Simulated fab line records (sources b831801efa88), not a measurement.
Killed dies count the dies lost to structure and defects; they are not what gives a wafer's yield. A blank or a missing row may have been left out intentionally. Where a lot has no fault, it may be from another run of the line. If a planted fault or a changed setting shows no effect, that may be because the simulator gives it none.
fab line records ; flow gf180mcu
record lots=7; wafers=21; last_day=34
route steps=602 shown TOP_METAL@568
lots with no fault: from the same line, run without faults
start_h: hours from the record's opening day to when the first of the lot's shown wafers began ; wait_h: time in hours since the lot's previous step ; " same as the row above ; L1.1+2: a single row standing in for several wafers ; - no value, or no start was given ; * or withheld: withheld ; < > ~ a bound
route shown NAME@n: NAME is a module with steps in the file, n the number in the route of the first one ; usual: average and standard deviation across the fault-free wafers ; same: alike in all rows ; chamber/n: place in a boat ; sites: per-site readings ; _std_site: standard deviation of those values ; _edge_site: mean of outer sites minus mean of inner sites ; radius_mm: how far each site lies from the wafer's centre ; mask NAME#n: copy n ; behind: the tool/chamber that last shaped the wafer ; hold: what put the lot on hold/how long, in hours/how the hold closed ; device: transistor that didn't switch, given as n, p or np ; end of line: the route-end tests of the same wafers ; a step without rows: its recipe alone ; killed: dies lost to structure and defects at the first sort, not the wafer's yield ; map: per-die view of a wafer (x killed, . not killed, _ where there is no die)
set.NAME: the setting as run; set.NAME@STEP: as run at that earlier step ; model.NAME: the simulator's own value behind a step, which no gauge read
lots seen at some steps along the route; tables by step, rows by wafer
services: from which hour (start_h, from the record's first day; less than 0 if before it) a tool's chamber was out of use, for how many hours, and why
## steps
# step GF_TOP_METAL_SPUTTER_01
# recipe material=TiN; target_thk_nm=30; power_w=6500; time_s=25; chamber_pressure_pa=0.4
# usual throttle_valve_pct=29.8/0.68
lot.wafer;tool;chamber;start_h;wait_h;throttle_valve_pct
L365.3;pvd_sputter-03;-;669.19;0.1;29.7
L365.4;pvd_sputter-03;-;669.19;0.1;29.4
L365.6;pvd_sputter-03;-;669.19;0.1;29.1
L366.1;pvd_sputter-01;-;687.38;0.1;28.6
L366.2;pvd_sputter-01;-;687.38;0.1;30.9
L366.6;pvd_sputter-01;-;687.38;0.1;28.9
L367.2;pvd_sputter-01;-;690.19;0.1;28.8
L367.3;pvd_sputter-01;-;690.19;0.1;31.2
L367.5;pvd_sputter-01;-;690.19;0.1;30.6
L369.1;pvd_sputter-01;-;694.48;0.1;31.0
L369.2;pvd_sputter-01;-;694.48;0.1;28.8
L369.5;pvd_sputter-01;-;694.48;0.1;28.8
L376.1;pvd_sputter-04;-;745.74;0.1;30.5
L376.3;pvd_sputter-04;-;745.74;0.1;29.7
L376.4;pvd_sputter-04;-;745.74;0.1;30.2
L377.4;pvd_sputter-04;-;750.30;0.1;29.9
L377.5;pvd_sputter-04;-;750.30;0.1;30.3
L377.6;pvd_sputter-04;-;750.30;0.1;30.2
L380.2;pvd_sputter-04;-;769.88;0.1;29.8
L380.3;pvd_sputter-04;-;769.88;0.1;30.8
L380.5;pvd_sputter-04;-;769.88;0.1;29.9
# step GF_TOP_METAL_SPUTTER_02
# recipe material=AlCu; target_thk_nm=900; power_w=10600; chamber_pressure_pa=0.3; substrate_temp_c=250; gas=Ar; time_s=47.82
# usual throttle_valve_pct=29.8/0.68
lot.wafer;tool;chamber;start_h;wait_h;throttle_valve_pct
L365.3;pvd_sputter-03;-;669.22;0.0;29.8
L365.4;pvd_sputter-03;-;669.22;0.0;29.5
L365.6;pvd_sputter-03;-;669.22;0.0;29.0
L366.1;pvd_sputter-01;-;687.41;0.0;28.9
L366.2;pvd_sputter-01;-;687.41;0.0;31.2
L366.6;pvd_sputter-01;-;687.41;0.0;28.7
L367.2;pvd_sputter-01;-;690.22;0.0;28.8
L367.3;pvd_sputter-01;-;690.22;0.0;31.1
L367.5;pvd_sputter-01;-;690.22;0.0;30.7
L369.1;pvd_sputter-01;-;694.51;0.0;31.1
L369.2;pvd_sputter-01;-;694.51;0.0;29.0
L369.5;pvd_sputter-01;-;694.51;0.0;28.6
L376.1;pvd_sputter-04;-;745.77;0.0;30.3
L376.3;pvd_sputter-04;-;745.77;0.0;29.4
L376.4;pvd_sputter-04;-;745.77;0.0;30.0
L377.4;pvd_sputter-04;-;750.33;0.0;30.1
L377.5;pvd_sputter-04;-;750.33;0.0;29.9
L377.6;pvd_sputter-04;-;750.33;0.0;30.5
L380.2;pvd_sputter-04;-;769.91;0.0;30.1
L380.3;pvd_sputter-04;-;769.91;0.0;30.5
L380.5;pvd_sputter-04;-;769.91;0.0;29.8
# step GF_TOP_METAL_SPUTTER_03
# recipe material=Ti; target_thk_nm=5; substrate_temp_c=300; chamber_pressure_pa=0.3; power_w=3000; time_s=3.3
# usual throttle_valve_pct=29.8/0.69
lot.wafer;tool;chamber;start_h;wait_h;throttle_valve_pct
L365.3;pvd_sputter-03;-;669.27;0.0;29.9
L365.4;pvd_sputter-03;-;669.27;0.0;29.2
L365.6;pvd_sputter-03;-;669.27;0.0;29.4
L366.1;pvd_sputter-01;-;687.46;0.0;29.0
L366.2;pvd_sputter-01;-;687.46;0.0;31.4
L366.6;pvd_sputter-01;-;687.46;0.0;29.0
L367.2;pvd_sputter-01;-;690.27;0.0;28.6
L367.3;pvd_sputter-01;-;690.27;0.0;30.8
L367.5;pvd_sputter-01;-;690.27;0.0;30.4
L369.1;pvd_sputter-01;-;694.55;0.0;31.3
L369.2;pvd_sputter-01;-;694.55;0.0;28.7
L369.5;pvd_sputter-01;-;694.55;0.0;28.7
L376.1;pvd_sputter-04;-;745.82;0.0;30.8
L376.3;pvd_sputter-04;-;745.82;0.0;29.5
L376.4;pvd_sputter-04;-;745.82;0.0;30.2
L377.4;pvd_sputter-04;-;750.37;0.0;30.0
L377.5;pvd_sputter-04;-;750.37;0.0;30.1
L377.6;pvd_sputter-04;-;750.37;0.0;30.5
L380.2;pvd_sputter-04;-;769.96;0.0;30.3
L380.3;pvd_sputter-04;-;769.96;0.0;31.0
L380.5;pvd_sputter-04;-;769.96;0.0;29.6
# step GF_TOP_METAL_SPUTTER_04
# recipe material=TiN; target_thk_nm=25; power_w=6500; time_s=20.8; chamber_pressure_pa=0.4
# usual throttle_valve_pct=29.8/0.67
lot.wafer;tool;chamber;start_h;wait_h;throttle_valve_pct
L365.3;pvd_sputter-03;-;669.29;0.0;29.9
L365.4;pvd_sputter-03;-;669.29;0.0;29.4
L365.6;pvd_sputter-03;-;669.29;0.0;29.4
L366.1;pvd_sputter-01;-;687.48;0.0;28.8
L366.2;pvd_sputter-01;-;687.48;0.0;31.4
L366.6;pvd_sputter-01;-;687.48;0.0;29.0
L367.2;pvd_sputter-01;-;690.28;0.0;28.9
L367.3;pvd_sputter-01;-;690.28;0.0;31.1
L367.5;pvd_sputter-01;-;690.28;0.0;30.4
L369.1;pvd_sputter-01;-;694.57;0.0;31.2
L369.2;pvd_sputter-01;-;694.57;0.0;28.8
L369.5;pvd_sputter-01;-;694.57;0.0;28.8
L376.1;pvd_sputter-04;-;745.84;0.0;30.7
L376.3;pvd_sputter-04;-;745.84;0.0;29.7
L376.4;pvd_sputter-04;-;745.84;0.0;30.0
L377.4;pvd_sputter-04;-;750.39;0.0;30.2
L377.5;pvd_sputter-04;-;750.39;0.0;30.3
L377.6;pvd_sputter-04;-;750.39;0.0;30.2
L380.2;pvd_sputter-04;-;769.98;0.0;30.1
L380.3;pvd_sputter-04;-;769.98;0.0;30.7
L380.5;pvd_sputter-04;-;769.98;0.0;29.7
# step GF_TOP_METAL_RS_MEAS_05
# recipe thk_meas_gauge=four-point-probe; reads=TiN_of_TOP_METAL_SPUTTER_04+Ti_of_TOP_METAL_SPUTTER_03+AlCu_of_TOP_METAL_SPUTTER_02+TiN_of_TOP_METAL_SPUTTER_01+Ti_of_TOP_METAL_SPUTTER_00
# usual TOP_METAL_ALCU_RS=0.0328/0.00036
lot.wafer;tool;chamber;start_h;wait_h;TOP_METAL_ALCU_RS[ohm/sq]
L365.3;film_metro-01;-;669.35;0.1;0.0332
L365.4;film_metro-01;-;669.35;0.1;0.0329
L365.6;film_metro-01;-;669.35;0.1;0.0330
L366.1;film_metro-03;-;687.50;0.0;0.0322
L366.2;film_metro-03;-;687.50;0.0;0.0324
L366.6;film_metro-03;-;687.50;0.0;0.0323
L367.2;film_metro-01;-;690.33;0.0;0.0331
L367.3;film_metro-01;-;690.33;0.0;0.0330
L367.5;film_metro-01;-;690.33;0.0;0.0330
L369.1;film_metro-01;-;694.60;0.0;0.0327
L369.2;film_metro-01;-;694.60;0.0;0.0330
L369.5;film_metro-01;-;694.60;0.0;0.0331
L376.1;film_metro-01;-;745.86;0.0;0.0329
L376.3;film_metro-01;-;745.86;0.0;0.0325
L376.4;film_metro-01;-;745.86;0.0;0.0328
L377.4;film_metro-01;-;750.48;0.1;0.0330
L377.5;film_metro-01;-;750.48;0.1;0.0329
L377.6;film_metro-01;-;750.48;0.1;0.0326
L380.2;film_metro-03;-;770.02;0.0;0.0327
L380.3;film_metro-03;-;770.02;0.0;0.0327
L380.5;film_metro-03;-;770.02;0.0;0.0326
# step GF_TOP_METAL_THK_MEAS_06
# recipe thk_meas_gauge=xrf; reads=AlCu_of_TOP_METAL_SPUTTER_02
# usual TOP_METAL_ALCU_THK=894/11
lot.wafer;tool;chamber;start_h;wait_h;TOP_METAL_ALCU_THK[nm]
L365.3;film_metro-01;-;669.45;0.1;885
L365.4;film_metro-01;-;669.45;0.1;895
L365.6;film_metro-01;-;669.45;0.1;894
L366.1;film_metro-03;-;687.62;0.1;908
L366.2;film_metro-03;-;687.62;0.1;898
L366.6;film_metro-03;-;687.62;0.1;904
L367.2;film_metro-01;-;690.44;0.1;896
L367.3;film_metro-01;-;690.44;0.1;896
L367.5;film_metro-01;-;690.44;0.1;896
L369.1;film_metro-01;-;694.72;0.1;902
L369.2;film_metro-01;-;694.72;0.1;893
L369.5;film_metro-01;-;694.72;0.1;892
L376.1;film_metro-01;-;745.98;0.1;904
L376.3;film_metro-01;-;745.98;0.1;911
L376.4;film_metro-01;-;745.98;0.1;904
L377.4;film_metro-01;-;750.57;0.1;894
L377.5;film_metro-01;-;750.57;0.1;898
L377.6;film_metro-01;-;750.57;0.1;905
L380.2;film_metro-03;-;770.13;0.1;891
L380.3;film_metro-03;-;770.13;0.1;892
L380.5;film_metro-03;-;770.13;0.1;894
# step GF_TOP_METAL_DEHYDRATE_07
# recipe temp_c=200; time_s=60
# step GF_TOP_METAL_HMDS_08
# recipe prime_time_s=60; prime_temp_c=120
# step GF_TOP_METAL_COAT_09
# recipe resist=NOVOLAK; spin_rpm=3000; resist_thk_nm=1500
# step GF_TOP_METAL_SOFTBAKE_10
# recipe temp_c=90; time_s=60; resist=NOVOLAK
# step GF_TOP_METAL_EXPOSE_11
# recipe mask_id=MetalTop; target_cd_nm=440; na=0.6; source_shape=conventional; sigma_outer=0.6; dose_mj=170
# step GF_TOP_METAL_PEB_12
# recipe temp_c=withheld; time_s=*; resist=NOVOLAK
# step GF_TOP_METAL_DEVELOP_13
# recipe develop_time_s=60; dev_temp_c=23
# usual chill_plate_temp_C=23.01/0.1; develop_time_s=60/0; resist_line_temp_C=23.00/0.098
lot.wafer;tool;chamber;start_h;wait_h;chill_plate_temp_C;develop_time_s;resist_line_temp_C
L365.3;litho_track-04;0;688.06;0.1;23.12;60;22.87
L365.4;litho_track-04;0;688.06;0.1;23.13;60;23.10
L365.6;litho_track-04;0;688.06;0.1;23.14;60;23.16
L366.1;litho_track-04;-;705.56;0.1;-;-;-
L366.2;litho_track-04;-;705.56;0.1;-;-;-
L366.6;litho_track-04;-;705.56;0.1;-;-;-
L367.2;litho_track-04;-;708.53;0.1;-;-;-
L367.3;litho_track-04;-;708.53;0.1;-;-;-
L367.5;litho_track-04;-;708.53;0.1;-;-;-
L369.1;litho_track-04;-;712.56;0.1;-;-;-
L369.2;litho_track-04;-;712.56;0.1;-;-;-
L369.5;litho_track-04;-;712.56;0.1;-;-;-
L376.1;litho_track-04;0;762.21;0.1;23.19;60;22.99
L376.3;litho_track-04;0;762.21;0.1;22.97;60;23.02
L376.4;litho_track-04;0;762.21;0.1;23.00;60;22.91
L377.4;litho_track-04;0;767.08;0.1;23.19;60;23.13
L377.5;litho_track-04;0;767.08;0.1;23.18;60;22.97
L377.6;litho_track-04;0;767.08;0.1;22.98;60;23.08
L380.2;litho_track-04;0;785.28;0.1;23.00;60;23.09
L380.3;litho_track-04;0;785.28;0.1;23.15;60;22.88
L380.5;litho_track-04;0;785.28;0.1;23.00;60;22.98
# step GF_TOP_METAL_CD_MEAS_14
# recipe target_cd_nm=440
# usual cd_nm=439.6/2.3
lot.wafer;tool;chamber;start_h;wait_h;cd_nm
L365.3;cd_sem-02;-;688.20;0.1;440.7
L365.4;cd_sem-02;-;688.20;0.1;439.0
L365.6;cd_sem-02;-;688.20;0.1;441.1
L366.1;cd_sem-02;-;705.71;0.1;-
L366.2;cd_sem-02;-;705.71;0.1;-
L366.6;cd_sem-02;-;705.71;0.1;-
L367.2;cd_sem-02;-;708.68;0.1;-
L367.3;cd_sem-02;-;708.68;0.1;-
L367.5;cd_sem-02;-;708.68;0.1;-
L369.1;cd_sem-01;-;712.71;0.1;-
L369.2;cd_sem-01;-;712.71;0.1;-
L369.5;cd_sem-01;-;712.71;0.1;-
L376.1;cd_sem-02;-;762.36;0.1;437.2
L376.3;cd_sem-02;-;762.36;0.1;439.0
L376.4;cd_sem-02;-;762.36;0.1;437.3
L377.4;cd_sem-02;-;767.22;0.1;441.9
L377.5;cd_sem-02;-;767.22;0.1;441.9
L377.6;cd_sem-02;-;767.22;0.1;439.1
L380.2;cd_sem-02;-;785.43;0.1;442.6
L380.3;cd_sem-02;-;785.43;0.1;440.1
L380.5;cd_sem-02;-;785.43;0.1;440.4
## services
tool;chamber;start_h;hours;kind
pvd_sputter-01;-;662.35;2.1;repair
pvd_sputter-03;-;697.66;0.8;repair
pvd_sputter-01;-;702.26;14.7;repair
pvd_sputter-04;-;709.11;3.0;repair
## key
first_sign step=GF_TOP_METAL_DEVELOP_13; reading=tool_record; direction=missing
effect none on later readings
met_at GF_TOP_METAL_DEVELOP_13
struck_wafers L366.1,L366.2,L366.6,L367.2,L367.3,L367.5,L369.1,L369.2,L369.5
later_rows_left_out L366.1,L366.2,L366.6,L367.2,L367.3,L367.5,L369.1,L369.2,L369.5
sort_left_out L366.1,L366.2,L366.6,L367.2,L367.3,L367.5,L369.1,L369.2,L369.5
onset_between 688.06 705.56
fault kind=skipped_step_whole; tool=litho_track-04; chamber=-; onset_h=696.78; steps=GF_TOP_METAL_DEVELOP_13; scope=struck_lots_only
# sort_left_out: the simulated sort isn't trusted on such a fault, so these wafers' sort isn't shown, and their yield isn't known
# later_rows_left_out: the simulator's readings of these wafers behind a module that went badly wrong aren't trusted and aren't shown, but for the sort
